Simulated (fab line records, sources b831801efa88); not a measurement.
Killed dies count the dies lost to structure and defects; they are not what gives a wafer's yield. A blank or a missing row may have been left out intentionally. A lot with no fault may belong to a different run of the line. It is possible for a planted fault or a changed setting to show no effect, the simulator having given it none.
The tool behind it: which one? -- flow sfq line -- 14 lots with 42 wafers sampled at 4 steps, on a route of 325 steps

== WHAT THE GAUGES SHOWED, per wafer ==
The record holds no reading of a measuring or inspecting step that can be judged against a usual standard deviation.

== EACH LOT AND THE TOOL THAT RAN IT (in order: tool; ch and the chambers of the sampled wafers; start) ==
lot,SFQ_TRILAYER_I2_VIA_STRIP_STRIP_071,SFQ_TRILAYER_I3_DEP_PECVD_081,SFQ_TRILAYER_I4_VIA_BARC_OPEN_VIA_ETCH_146,SFQ_TRILAYER_I4_VIA_STRIP_STRIP_107
L871,"rie metal-02 ch 0,1, day 39 06:20","pecvd-01 ch 0,1, day 44 22:58","rie diel-04 ch 1,2, day 56 21:23","rie metal-04 ch 0,1, day 56 21:44"
L872,"rie metal-04 ch 0,1, day 39 09:44","pecvd-03 ch 1,2, day 45 02:31","rie diel-04 ch 1,2, day 57 03:34","rie metal-04 ch 0,1, day 57 03:43"
L873,"rie metal-01 ch 0,1, day 39 12:08","pecvd-04 ch 0,1,2, day 45 07:19","rie diel-02 ch 0,1,2, day 57 08:55","rie metal-01 ch 0,1, day 57 09:04"
L878,"rie metal-04 ch 0,1, day 41 08:32","pecvd-03 ch 0,2, day 47 12:15","rie diel-04 ch 0,2,3, day 58 22:46","rie metal-04 ch 0,1, day 58 22:55"
L879,"rie metal-04 ch 0,1, day 41 17:04","pecvd-01 ch 0,1,2, day 47 20:39","rie diel-04 ch 1,3, day 59 06:40","rie metal-02 ch 0,1, day 59 06:49"
L884,"rie metal-01 ch 0,1, day 44 03:07","pecvd-01 ch 0,1, day 49 23:34","rie diel-01 ch 1,2,3, day 65 16:26","rie metal-01 ch 0,1, day 65 16:47"
L885,"rie metal-02 ch 0,1, day 44 16:07","pecvd-04 ch 0,1, day 50 13:05","rie diel-01 ch 0,3, day 65 23:38","rie metal-04 ch 0,1, day 65 23:47"
L886,"rie metal-01 ch 0,1, day 45 00:31","pecvd-01 ch 1,2, day 50 21:06","rie diel-02 ch 0,2,3, day 66 04:26","rie metal-04 ch 0, day 66 04:35"
L887,"rie metal-02 ch 0,1, day 45 07:43","pecvd-04 ch 0,1, day 51 05:05","rie diel-02 ch 1,2, day 66 12:11","rie metal-01 ch 0,1, day 66 12:20"
L890,"rie metal-01 ch 0,1, day 45 11:26","pecvd-01 ch 0,1,2, day 51 11:30","rie diel-01 ch 1,2, day 67 06:53","rie metal-04 ch 0,1, day 67 07:02"
L891,"rie metal-02 ch 0,1, day 51 20:29","pecvd-03 ch 0,1,2, day 52 00:44","rie diel-04 ch 2,3, day 67 10:29","rie metal-02 ch 0,1, day 67 10:50"
L892,"rie metal-04 ch 0,1, day 52 03:41","pecvd-01 ch 0,1,2, day 52 07:49","rie diel-02 ch 1,2, day 67 15:23","rie metal-04 ch 0,1, day 67 15:44"
L893,"rie metal-02 ch 0,1, day 52 11:53","pecvd-03 ch 0,1, day 52 16:23","rie diel-01 ch 0,1, day 67 18:59","rie metal-02 ch 0,1, day 67 19:08"
L894,"rie metal-02 ch 0,1, day 53 05:07","pecvd-03 ch 1,2, day 53 12:56","rie diel-04 ch 0,1,3, day 68 03:23","rie metal-01 ch 0,1, day 68 03:32"
- SFQ_TRILAYER_I2_VIA_STRIP_STRIP_071: strips in O2.
- SFQ_TRILAYER_I3_DEP_PECVD_081: deposits SiO2 from SiH4/N2O, time 111.11 s, target thk 500 nm.
- SFQ_TRILAYER_I4_VIA_BARC_OPEN_VIA_ETCH_146: etches BARC in O2, target depth 125 nm, time 41.7 s.
- SFQ_TRILAYER_I4_VIA_STRIP_STRIP_107: strips in O2.

== AS READ BY THE TOOLS THEMSELVES (means over the sampled wafers that have a number; for cases with no such wafer, the mark the record gives instead) ==
SFQ_TRILAYER_I2_VIA_STRIP_STRIP_071. Usual: drypump motor current A 5.7 A, standard deviation 0.39; oes product au 0.994 a.u., standard deviation 0.0083.
lot,tool,drypump motor current A (A),oes product au (a.u.),flag
L871,rie metal-02,6.0,0.999,
L872,rie metal-04,5.5,0.995,
L873,rie metal-01,5.5,0.996,
L878,rie metal-04,5.5,0.995,
L879,rie metal-04,5.5,0.995,
L884,rie metal-01,5.8,0.987,
L885,rie metal-02,6.1,0.991,
L886,rie metal-01,5.5,0.984,
L887,rie metal-02,6.0,0.997,
L890,rie metal-01,5.8,0.991,
L891,rie metal-02,5.8,0.995,
L892,rie metal-04,5.4,0.991,
L893,rie metal-02,5.8,1.005,
L894,rie metal-02,5.8,0.995,

SFQ_TRILAYER_I3_DEP_PECVD_081. Usual: heater power w 82 W, standard deviation 14; throttle valve pct 24.8 %, standard deviation 1.4.
lot,tool,heater power w (W),throttle valve pct (%),flag
L871,pecvd-01,80,25.6,
L872,pecvd-03,92,24.2,
L873,pecvd-04,75,24.5,
L878,pecvd-03,98,23.3,
L879,pecvd-01,77,25.7,
L884,pecvd-01,77,25.6,
L885,pecvd-04,70,26.1,
L886,pecvd-01,80,26.0,
L887,pecvd-04,67,26.2,
L890,pecvd-01,72,25.8,
L891,pecvd-03,96,23.9,
L892,pecvd-01,74,25.8,
L893,pecvd-03,94,24.5,
L894,pecvd-03,95,24.3,

SFQ_TRILAYER_I4_VIA_BARC_OPEN_VIA_ETCH_146. Usual: drypump motor current A 5.6 A, standard deviation 0.38; oes product au 0.686 a.u., standard deviation 0.0043; run length s 70.0 s, standard deviation 0.45.
lot,tool,drypump motor current A (A),oes product au (a.u.),run length s (s),flag
L871,rie diel-04,5.3,0.684,69.6,
L872,rie diel-04,5.3,0.684,69.6,
L873,rie diel-02,5.7,0.689,69.4,
L878,rie diel-04,5.6,0.648,75.7,OFF
L879,rie diel-04,5.5,0.668,72.9,OFF
L884,rie diel-01,5.5,0.689,70.1,
L885,rie diel-01,5.6,0.683,70.4,
L886,rie diel-02,6.0,0.689,69.8,
L887,rie diel-02,5.8,0.682,69.6,
L890,rie diel-01,5.9,0.686,70.3,
L891,rie diel-04,5.5,0.688,69.7,
L892,rie diel-02,5.6,0.688,69.5,
L893,rie diel-01,6.1,0.684,70.3,
L894,rie diel-04,5.5,0.688,69.9,

SFQ_TRILAYER_I4_VIA_STRIP_STRIP_107. Usual: drypump motor current A 5.6 A, standard deviation 0.35; oes product au 0.998 a.u., standard deviation 0.015.
lot,tool,drypump motor current A (A),oes product au (a.u.),flag
L871,rie metal-04,5.5,0.995,
L872,rie metal-04,5.4,1.004,
L873,rie metal-01,5.8,1.017,
L878,rie metal-04,5.4,1.007,
L879,rie metal-02,5.8,1.010,
L884,rie metal-01,5.5,0.988,
L885,rie metal-04,5.4,1.002,
L886,rie metal-04,5.4,1.004,
L887,rie metal-01,5.8,1.005,
L890,rie metal-04,5.4,0.999,
L891,rie metal-02,5.8,1.000,
L892,rie metal-04,5.4,1.006,
L893,rie metal-02,5.8,0.995,
L894,rie metal-01,5.5,0.981,

== THE ANSWER, worked out from the rows above alone ==
Rule: lot off if the mean of its wafers having a number is beyond 3 standard deviations from the usual mean. Also off: a lot with no number at a reading for which 4 or more lots have one. The other lots that the step has rows for count as sound. The gauges are gone through in route order, then the tools' own readings, and for those a lot's mean is taken as printed above. At the first step where some lot is off, the reading lying furthest off is the one used; lots without a number count as furthest.
Off, at SFQ_TRILAYER_I4_VIA_BARC_OPEN_VIA_ETCH_146 on run length s: L878, L879.
A tool fits if, at that step or a process step before it, it ran every lot that is off, and no sound lot after the first of them. No candidate that was tried fits.

== WHAT THE SIMULATOR HAD INSERTED ==
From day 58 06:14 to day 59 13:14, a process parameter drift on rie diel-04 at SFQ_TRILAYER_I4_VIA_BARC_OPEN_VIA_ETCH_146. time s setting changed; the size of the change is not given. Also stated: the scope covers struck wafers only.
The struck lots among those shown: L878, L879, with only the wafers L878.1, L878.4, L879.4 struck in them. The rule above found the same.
